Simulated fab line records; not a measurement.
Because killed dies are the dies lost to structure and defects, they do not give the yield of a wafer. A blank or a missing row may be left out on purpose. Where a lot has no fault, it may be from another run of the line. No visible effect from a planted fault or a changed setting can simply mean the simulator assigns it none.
Comparing a struck lot with a sound one -- flow sky130 -- 38 out of 708 route steps
Sound: the wafers L805.4, L805.5, L805.6. Wafers L791.3, L791.4, L791.6 were the ones struck. At the end, the cause is stated.
At each step with rows: each side's tool, then ch and its chambers, then its first start. Under that, the readings that differ: sound wafers -- struck wafers -- difference of the means -- sigmas: that difference in standard deviations of wafers without a fault.
alike: same words and numbers on both sides, and readings whose means sit less than 2 such deviations apart. not compared: any withheld reading, any reading some wafer has no value for, any bound like >300 that may hide the same value, and any number with overlapping values for which the record gives no deviation.
Wherever a step has rows on one side only, a row that says differs or no value, or a row with sigmas, the two part there. When numbers do not overlap yet have no deviation, they are printed without sigmas and do not part them. A reading that every wafer of one side lacks parts them only if that side has two wafers or more.

first, 10 steps without rows for these wafers: SKY_RES_PROTECT_DEHYDRATE_00 (time 60 s); SKY_RES_PROTECT_HMDS_01 (prime time 60 s); SKY_RES_PROTECT_COAT_02 (resist thk 1140 nm); SKY_RES_PROTECT_SOFTBAKE_03 (time 60 s); SKY_RES_PROTECT_EXPOSE_04 (exposes mask RPM, target cd 1270 nm); SKY_RES_PROTECT_PEB_05; SKY_RES_PROTECT_DEVELOP_06 (develop time 60 s); SKY_POLY_GATE_IMPLANT_02; SKY_RES_PROTECT_STRIP_07 (strips in O2/N2); SKY_RES_PROTECT_CLEAN_09 (cleans in SC1/SC2, time 150 s).
SKY_POLY_GATE_CVD_03: deposits Si3N4 from DCS/NH3, target thk 75 nm, time 1290 s.
  sound on lpcvd-02 ch 0, day 23 14:28; struck on lpcvd-02 ch 1, day 18 23:57
reading,sound,struck,difference,sigmas
spike-tc-top-C (C),788 791 790,784 782 783,-7,-2
model.Si3N4_of_POLY_GATE_CVD_03.thk-nm (nm),76.33 76.84 76.67,48.59 48.09 48.23,-28.31,
  alike: spike-tc-bottom-C
SKY_POLY_GATE_THK_MEAS_04:
  struck on film-metro-02, day 19 01:19; sound on film-metro-02, day 23 15:50
reading,sound,struck,difference,sigmas
POLY_GATE_CVD_03_THK (nm),76.3 76.9 76.7,48.6 48.1 48.2,-28.3,-40
then, 9 steps without rows for these wafers: SKY_POLY_GATE_DEHYDRATE_05 (time 60 s); SKY_POLY_GATE_HMDS_06 (prime time 60 s); SKY_POLY_GATE_COAT_07 (resist thk 110 nm); SKY_POLY_GATE_COAT_08 (resist thk 450 nm); SKY_POLY_GATE_SOFTBAKE_09 (time 90 s); SKY_POLY_GATE_EXPOSE_10 (exposes mask P1M, target cd 150 nm); SKY_POLY_GATE_PEB_11; SKY_POLY_GATE_DEVELOP_12 (develop time 60 s); SKY_POLY_GATE_ETCH_15 (etches BARC in N2/H2, stops on SiO2, time 118.5 s, target depth 110 nm).
SKY_POLY_GATE_ETCH_16: etches Si3N4 in CH3F/O2, stops on poly-Si, time 147.5 s, target depth 75 nm.
  sound on rie-diel-03 ch 0,1,2, day 24 22:17; struck on rie-diel-02 ch 1,2, day 20 08:20
reading,sound,struck,difference,sigmas
oes-product-au (a.u.),0.645 0.646 0.651,0.550 0.550 0.547,-0.098,-20
model.etch.depth-nm (nm),76.33 76.84 76.67,48.59 48.09 48.23,-28.31,
  alike: drypump-motor-current-A, throttle-valve-pct
  not compared: rf-hours-counter-h
then, 13 steps without rows for these wafers: SKY_POLY_GATE_ETCH_17 (etches poly-Si in HBr/Cl2, stops on SiO2, target depth 180 nm, time 70.5 s); SKY_POLY_GATE_STRIP_18 (strips in O2/N2); SKY_POLY_GATE_CLEAN_19 (cleans in SC1/SC2, time 150 s); SKY_POLY_GATE_OXIDATION_20 (stabilise 600 s, purge 300 s, target thk 4 nm); SKY_LDD_N_DEHYDRATE_00 (time 60 s); SKY_LDD_N_HMDS_01 (prime time 60 s); SKY_LDD_N_COAT_02 (resist thk 300 nm); SKY_LDD_N_SOFTBAKE_03 (time 60 s); SKY_LDD_N_EXPOSE_04 (exposes mask NTM, target cd 840 nm); SKY_LDD_N_PEB_05; SKY_LDD_N_DEVELOP_06 (develop time 60 s); SKY_LDD_N_IMPLANT_08; SKY_LDD_N_IMPLANT_09.
-- the record jumps here: 6 days lie between the struck wafers' starts before and after (it left off in module LDD_N and takes up again in module LDD_LDN, whose first step shown is number 303 of the route) --
SKY_LDD_LDN_CLEAN_14: cleans in SC1/SC2, time 150 s.
  sound on wet-bench-03 ch 1, day 31 01:44; struck on wet-bench-02 ch 3, day 26 16:32
reading,sound,struck,difference,sigmas
model.Si3N4_of_POLY_GATE_CVD_03.thk-nm (nm),76.19 76.7 76.53,48.45 47.95 48.09,-28.31,
SKY_POLY_CUT_ETCH_11: etches Si3N4 in CF4/CH2F2/Ar, stops on poly-Si, time 42.5 s, target depth 60 nm.
  sound on rie-diel-02 ch 0,1,2, day 32 06:26; struck on rie-diel-02 ch 1,3, day 27 22:50
reading,sound,struck,difference,sigmas
oes-product-au (a.u.),0.838 0.839 0.837,0.672 0.666 0.668,-0.169,-25
model.POLY_CUT.feature-depth-nm (nm),63.6 63.22 63.27,39.97 39.53 40.17,-23.47,
model.etch.depth-nm (nm),63.6 63.22 63.27,39.97 39.53 40.17,-23.47,
  alike: drypump-motor-current-A, throttle-valve-pct
  not compared: rf-hours-counter-h
-- the record jumps here: 20 days lie between the struck wafers' starts before and after (it left off in module POLY_CUT and takes up again in module PAD_OPEN, whose first step shown is number 708 of the route) --
SKY_PAD_OPEN_PROBE_99:
  struck on prober-02, day 48 04:12; sound on prober-01, day 50 20:31
reading,sound,struck,difference,sigmas
killed-at-front-end,11 7 6,28 21 15,+13,+3
  alike: killed_at_M0_to_M3, killed_at_M4_up, killed-at-contacts, killed-at-other, killed-dies, killed-open, killed-short
  not compared: model.etest.cap-li-to-poly.c-af-um2

== WHERE THEY PART ==
First at SKY_POLY_GATE_CVD_03; last, within this record, at SKY_PAD_OPEN_PROBE_99.

WHY: the cause the simulator had injected
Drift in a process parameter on lpcvd-02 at SKY_POLY_GATE_CVD_03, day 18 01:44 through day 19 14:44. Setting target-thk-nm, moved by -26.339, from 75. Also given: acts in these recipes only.
